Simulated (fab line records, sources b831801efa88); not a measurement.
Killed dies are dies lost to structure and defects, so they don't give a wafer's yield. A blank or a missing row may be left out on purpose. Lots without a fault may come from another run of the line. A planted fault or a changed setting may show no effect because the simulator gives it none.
Tool commonality check | flow gf180mcu | 11 lots, 33 wafers sampled

WHY IT WAS OPENED
At GF_HV_LDD_THK_MEAS_57 the reading HV_LDD_CVD_56_THK is flagged on 2 of 11 lots. Wafers without a fault read 90.1 nm, standard deviation 0.87.
Rule: a lot is flagged when every wafer of it that has a number lies more than 4 standard deviations from that mean, or none has a number. The other lots count as sound.

lot  | measured     | on            | HV_LDD_CVD_56_THK (nm), wafer by wafer | flag
L340 | day 13 07:20 | film_metro-03 | 92.0 91.9 91.1                         |
L342 | day 13 22:27 | film_metro-03 | 89.6 90.5 89.2                         |
L345 | day 14 20:57 | film_metro-03 | 90.5 91.3 91.0                         |
L346 | day 15 05:08 | film_metro-03 | 104.5 104.6 104.5                      | FLAGGED
L348 | day 15 20:39 | film_metro-03 | 104.1 104.3 104.7                      | FLAGGED
L354 | day 17 22:11 | film_metro-03 | 89.4 88.8 89.4                         |
L355 | day 18 07:53 | film_metro-03 | 90.1 90.7 90.3                         |
L356 | day 18 13:51 | film_metro-04 | 90.8 90.7 90.6                         |
L357 | day 18 20:17 | film_metro-04 | 89.7 91.0 90.3                         |
L358 | day 19 02:38 | film_metro-03 | 88.9 89.3 89.4                         |
L361 | day 20 04:47 | film_metro-03 | 89.9 90.3 90.5                         |
The numbers of the flagged lots are 104.5 nm on average: +14.4 nm against the usual, or +16 standard deviations.

WHICH TOOL RAN EACH LOT
The record holds 1 process step before the reading, out of a route of 602 steps. In each cell: the tool, then ch and the chambers that the sampled wafers went through, then the start.
lot  | flag    | GF_HV_LDD_CVD_56
L340 |         | lpcvd-02 ch 0, day 13 05:53
L342 |         | lpcvd-02 ch 1, day 13 20:59
L345 |         | lpcvd-02 ch 1, day 14 19:31
L346 | FLAGGED | lpcvd-02 ch 1, day 15 03:39
L348 | FLAGGED | lpcvd-02 ch 1, day 15 19:13
L354 |         | lpcvd-01 ch 1, day 17 20:46
L355 |         | lpcvd-02 ch 1, day 18 06:26
L356 |         | lpcvd-02 ch 0, day 18 12:24
L357 |         | lpcvd-01 ch 0, day 18 18:52
L358 |         | lpcvd-02 ch 1, day 19 01:11
L361 |         | lpcvd-02 ch 0, day 20 03:21
What these steps do:
- GF_HV_LDD_CVD_56: deposits Si3N4 from DCS/NH3, target thk 90 nm, time 1543 s.
- GF_HV_LDD_THK_MEAS_57

FLAGGED OVER TOTAL, TOOL BY TOOL (the gauges that took the reading come last)
step                  | tool          | lots run | flagged | share of the flagged lots | sound lots run after its first flagged lot
GF_HV_LDD_CVD_56      | lpcvd-01      | 2        | 0       | none                      | -
GF_HV_LDD_CVD_56      | lpcvd-02      | 9        | 2       | all                       | 4 (L355,L356,L358,L361)
GF_HV_LDD_THK_MEAS_57 | film_metro-03 | 9        | 2       | all                       | 4 (L354,L355,L358,L361)
GF_HV_LDD_THK_MEAS_57 | film_metro-04 | 2        | 0       | none                      | -

WHAT THE TABLE ALLOWS
2 rows of the table ran every flagged lot: lpcvd-02 at GF_HV_LDD_CVD_56, film_metro-03 at GF_HV_LDD_THK_MEAS_57.
- lpcvd-02 at GF_HV_LDD_CVD_56: 2 of its 9 lots flagged. Sound lots ran on it after the first flagged one (L355, L356, L358, L361), which a lasting fault on the whole tool wouldn't allow.
- film_metro-03 at GF_HV_LDD_THK_MEAS_57: 2 of its 9 lots flagged. Sound lots ran on it after the first flagged one (L354, L355, L358, L361), which a lasting fault on the whole tool wouldn't allow.
No row of the table ran every flagged lot and no sound lot after the first.

WHAT THE SIMULATOR HAD PUT IN
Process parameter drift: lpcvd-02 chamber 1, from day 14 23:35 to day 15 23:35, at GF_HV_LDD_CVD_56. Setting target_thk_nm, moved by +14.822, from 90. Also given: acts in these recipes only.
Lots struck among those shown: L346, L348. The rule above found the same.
